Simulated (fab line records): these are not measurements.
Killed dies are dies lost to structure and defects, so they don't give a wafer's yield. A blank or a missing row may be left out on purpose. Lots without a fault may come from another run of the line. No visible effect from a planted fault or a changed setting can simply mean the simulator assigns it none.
fab line records	flow sky130	part 2 of 2: steps 37 to 48 of 48
[record] lots = 5	wafers = 15	lastDay = 49
route steps=708 shown NWELL@58 PWDE@84 VT_ADJUST_HVTP@85 VT_ADJUST_LVTN@97
lots with no fault: from the same line, run without faults
startH: hours from the record's opening day to when the first of the lot's shown wafers began	waitH: hours since the lot's step before	" as in the row above	L1.1+2: a row that stands for several wafers	- value missing, or start not given	* or withheld: withheld	< > ~ a bound
route shown NAME@n: NAME is a module with steps in the file, n the number in the route of the first one	usual: mean/standard deviation taken from wafers without a fault	same: alike in all rows	chamber/n: place in a boat	sites: readings site by site	_std_site: standard deviation across them	_edge_site: inner sites' mean taken away from outer sites' mean	radiusMm: for every site, how far away it sits from the centre of the wafer	mask NAME#n: copy n	behind: the last tool/chamber to shape the wafer	hold: what put the lot on hold/how long, in hours/how the hold closed	device: the transistor (n, p or np) that didn't switch	end of line: the same wafers' tests at the end of the route	for a step that has no rows: nothing shown but its recipe	killed: not the wafer's yield, but the dies lost to structure and defects at the first sort	map: the dies of a wafer, with x for killed, . for not killed, _ for no die there
set.NAME: setting as actually run; set.NAME@STEP: the setting as run at that earlier step	model.NAME: the simulator's own value behind a step, which no gauge read
lots seen at some steps along the route; tables by step, rows by wafer
services: from which hour (startH, from the record's first day; less than 0 if before it) a tool's chamber was out of use, for how many hours, and why
[[steps]]
[step SKY_VT_ADJUST_HVTP_STRIP_10]
[recipe] chemistry = O2/N2	powerW = 1400	pressureMtorr = 1500	platenTempC = withheld	o2FlowSccm = 3000	n2FlowSccm = 300	overashFraction = 0.5
[usual] drypumpMotorCurrentA = 5.76/0.26	n2FlowSccm = 299.9/0.87	oesProductAu = 0.716/0.0046	stripTimeToEndpointS = 14.18/0.044
lot.wafer	tool	chamber	startH	waitH	drypumpMotorCurrentA	n2FlowSccm	oesProductAu	rfHoursCounterH	stripTimeToEndpointS
L078.1	plasmaAsher-02	0	153.28	0.1	5.61	300.0	0.715	49	14.14
L078.3	"	0	"	"	5.61	300.1	0.710	-	14.17
L078.6	"	1	"	"	5.80	301.3	0.712	-	14.09
L081.3	plasmaAsher-03	0	167.79	0.1	5.70	298.2	0.704	-	14.21
L081.5	"	0	"	"	5.69	300.0	0.719	-	14.27
L081.6	"	1	"	"	5.40	300.4	0.714	-	14.27
L090.3	plasmaAsher-04	0	229.91	0.1	5.59	300.0	0.711	-	14.18
L090.4	"	1	"	"	6.17	299.7	0.715	-	14.19
L090.6	"	1	"	"	6.17	300.4	0.716	-	14.17
L091.2	plasmaAsher-04	0	234.68	0.1	5.58	301.1	0.710	54	14.19
L091.3	"	1	"	"	6.13	299.6	0.722	-	14.19
L091.6	"	1	"	"	6.18	300.6	0.717	-	14.16
L094.1	plasmaAsher-04	0	251.81	0.1	5.60	300.8	0.716	57	14.20
L094.2	"	1	"	"	6.16	299.6	0.714	57	14.19
L094.3	"	1	"	"	6.16	300.4	0.721	-	14.18
[step SKY_VT_ADJUST_HVTP_TW_MEAS_11]
[usual] VT_ADJUST_HVTP_TW = 1358/14
lot.wafer	tool	chamber	startH	waitH	VT_ADJUST_HVTP_TW
L078.1	filmMetro-03	-	153.38	0.1	1369
L078.3	"	-	"	"	1360
L078.6	"	-	"	"	1358
L081.3	filmMetro-02	-	167.88	0.1	1344
L081.5	"	-	"	"	1344
L081.6	"	-	"	"	1333
L090.3	filmMetro-02	-	230.00	0.1	1340
L090.4	"	-	"	"	1326
L090.6	"	-	"	"	1334
L091.2	filmMetro-03	-	234.79	0.1	1375
L091.3	"	-	"	"	1373
L091.6	"	-	"	"	1372
L094.1	filmMetro-02	-	251.91	0.1	1347
L094.2	"	-	"	"	1342
L094.3	"	-	"	"	1350
[step SKY_VT_ADJUST_LVTN_DEHYDRATE_00]
[recipe] tempC = 200	timeS = 60
lot.wafer	tool	chamber	startH	waitH
L078.1+3+6	lithoTrack-03	0	162.42	9.0
L081.3+5+6	lithoTrack-01	0	177.67	9.8
L090.3+4+6	lithoTrack-01	0	240.87	10.9
L091.2+3+6	lithoTrack-03	0	245.74	10.9
L094.1+2+3	lithoTrack-01	0	263.37	11.5
[step SKY_VT_ADJUST_LVTN_HMDS_01]
[recipe] primeTimeS = 60	primeTempC = 120
lot.wafer	tool	chamber	startH	waitH
L078.1+3+6	lithoTrack-03	0	162.57	0.1
L081.3+5+6	lithoTrack-01	0	177.82	0.1
L090.3+4+6	lithoTrack-01	0	241.02	0.1
L091.2+3+6	lithoTrack-03	0	245.89	0.1
L094.1+2+3	lithoTrack-01	0	263.52	0.1
[step SKY_VT_ADJUST_LVTN_COAT_02]
[recipe] spinRpm = 2000	resistThkNm = 3000
lot.wafer	tool	chamber	startH	waitH
L078.1+3+6	lithoTrack-03	0	162.72	0.1
L081.3+5+6	lithoTrack-01	0	177.97	0.1
L090.3+4+6	lithoTrack-01	0	241.17	0.1
L091.2+3+6	lithoTrack-03	0	246.04	0.1
L094.1+2+3	lithoTrack-01	0	263.67	0.1
[step SKY_VT_ADJUST_LVTN_SOFTBAKE_03]
[recipe] tempC = 110	timeS = withheld
lot.wafer	tool	chamber	startH	waitH
L078.1+3+6	lithoTrack-03	0	162.87	0.1
L081.3+5+6	lithoTrack-01	0	178.14	0.1
L090.3+4+6	lithoTrack-01	0	241.34	0.1
L091.2+3+6	lithoTrack-03	0	246.20	0.1
L094.1+2+3	lithoTrack-01	0	263.82	0.1
[step SKY_VT_ADJUST_LVTN_EXPOSE_04]
[recipe] maskId = NWM_COMPLEMENT_LESS_NATIVE	na = 0.6	sourceShape = conventional	sigmaOuter = 0.6	polarization = unpolarized	targetCdNm = 840	doseMj = 194
lot.wafer	tool	chamber	startH	waitH	mask
L078.1+3+6	ilineStepper-02	0	-	-	NWM_COMPLEMENT_LESS_NATIVE#0
L081.3+5+6	ilineStepper-02	0	-	-	NWM_COMPLEMENT_LESS_NATIVE#0
L090.3+4+6	ilineStepper-02	0	-	-	NWM_COMPLEMENT_LESS_NATIVE#0
L091.2+3+6	ilineStepper-02	0	-	-	NWM_COMPLEMENT_LESS_NATIVE#0
L094.1+2+3	ilineStepper-02	0	-	-	NWM_COMPLEMENT_LESS_NATIVE#0
[step SKY_VT_ADJUST_LVTN_PEB_05]
[recipe] tempC = 115	timeS = withheld
lot.wafer	tool	chamber	startH	waitH
L078.1+3+6	lithoTrack-03	0	-	-
L081.3+5+6	lithoTrack-02	0	-	-
L090.3+4+6	lithoTrack-01	0	-	-
L091.2+3+6	lithoTrack-02	0	-	-
L094.1+2+3	lithoTrack-03	0	-	-
[step SKY_VT_ADJUST_LVTN_DEVELOP_06]
[recipe] wallAngleDeg = 90	developer = TMAH	developTimeS = 60	devTempC = 23
lot.wafer	tool	chamber	startH	waitH
L078.1+3+6	lithoTrack-03	0	-	-
L081.3+5+6	lithoTrack-02	0	-	-
L090.3+4+6	lithoTrack-01	0	-	-
L091.2+3+6	lithoTrack-02	0	-	-
L094.1+2+3	lithoTrack-03	0	-	-
[step SKY_VT_ADJUST_LVTN_OVL_MEAS_07]
[usual] VT_ADJUST_LVTN_OVL = 0.9/1.1
lot.wafer	tool	chamber	startH	waitH	VT_ADJUST_LVTN_OVL[nm]
L078.1	overlay-01	-	174.07	-	1.9
L078.3	"	-	"	"	2.2
L078.6	"	-	"	"	0.3
L081.3	overlay-01	-	188.83	-	-0.1
L081.5	"	-	"	"	1.7
L081.6	"	-	"	"	-1.7
L090.3	overlay-02	-	252.68	-	0.7
L090.4	"	-	"	"	-0.1
L090.6	"	-	"	"	-0.3
L091.2	overlay-02	-	257.82	-	2.0
L091.3	"	-	"	"	1.6
L091.6	"	-	"	"	1.1
L094.1	overlay-01	-	276.02	-	0.6
L094.2	"	-	"	"	0.4
L094.3	"	-	"	"	-0.3
[step SKY_VT_ADJUST_LVTN_IMPLANT_08]
[recipe] species = B	energyKev = 30	doseCm2 = 1.57e+12	tiltDeg = withheld
lot.wafer	tool	chamber	startH	waitH
L078.1+3+6	implanter-03	0	174.10	0.0
L081.3+5+6	implanter-02	0	188.90	0.1
L090.3+4+6	implanter-02	0	252.76	0.1
L091.2+3+6	implanter-02	0	257.88	0.0
L094.1+2+3	implanter-04	0	276.05	0.0
[step SKY_VT_ADJUST_LVTN_STRIP_09]
[recipe] chemistry = O2/N2	powerW = 1400	pressureMtorr = 1500	platenTempC = withheld	o2FlowSccm = 3000	n2FlowSccm = 300	overashFraction = 0.5
[usual] drypumpMotorCurrentA = 5.79/0.26	n2FlowSccm = 299.7/0.86	oesProductAu = 0.722/0.0046	stripTimeToEndpointS = 36.96/0.15
lot.wafer	tool	chamber	startH	waitH	drypumpMotorCurrentA	n2FlowSccm	oesProductAu	rfHoursCounterH	stripTimeToEndpointS
L078.1	plasmaAsher-02	1	174.25	0.1	5.82	298.8	0.721	51	37.01
L078.3	"	1	"	"	5.80	300.3	0.729	-	37.00
L078.6	"	0	"	"	5.64	299.7	0.721	-	37.03
L081.3	plasmaAsher-03	1	189.04	0.1	5.41	301.5	0.729	-	36.87
L081.5	"	1	"	"	5.42	299.4	0.717	-	36.86
L081.6	"	0	"	"	5.62	300.6	0.720	-	36.87
L090.3	plasmaAsher-02	1	252.89	0.1	5.82	300.8	0.722	-	36.72
L090.4	"	0	"	"	5.62	301.6	0.724	-	36.89
L090.6	"	1	"	"	5.82	299.4	0.719	-	36.83
L091.2	plasmaAsher-02	1	258.00	0.1	5.79	299.7	0.723	60	37.20
L091.3	"	0	"	"	5.64	299.5	0.720	-	37.16
L091.6	"	1	"	"	5.81	299.5	0.721	-	37.25
L094.1	plasmaAsher-02	0	276.20	0.1	5.63	300.0	0.720	62	36.63
L094.2	"	1	"	"	5.79	299.2	0.734	62	36.63
L094.3	"	1	"	"	5.77	299.2	0.720	-	36.61
[[services]]
tool	chamber	startH	hours	kind
plasmaAsher-02	-	84.67	2.2	repair
implanter-03	-	85.94	3.5	pm
ilineStepper-02	-	87.03	1.7	pm
rtpAnneal-01	-	94.85	3.7	pm
plasmaAsher-01	-	108.75	9.0	pm
implanter-03	-	115.00	34.3	repair
wetBench-04	-	133.61	1.5	repair
plasmaAsher-03	-	139.75	11.1	repair
implanter-04	-	140.85	4.4	pm
implanter-03	-	148.41	0.8	repair
implanter-01	-	150.70	2.6	repair
implanter-02	-	157.05	2.3	repair
wetBench-01	-	166.15	5.8	repair
ilineStepper-01	-	168.95	11.1	repair
implanter-02	-	174.08	2.7	repair
rtpAnneal-01	-	175.03	11.2	pm
implanter-04	-	188.09	1.7	repair
implanter-02	-	195.38	3.5	repair
ilineStepper-01	-	203.72	1.7	pm
plasmaAsher-01	-	212.78	2.8	pm
implanter-04	-	213.48	1.5	repair
plasmaAsher-03	-	230.72	14.6	pm
implanter-04	-	249.00	11.4	repair
implanter-01	-	263.06	2.5	pm
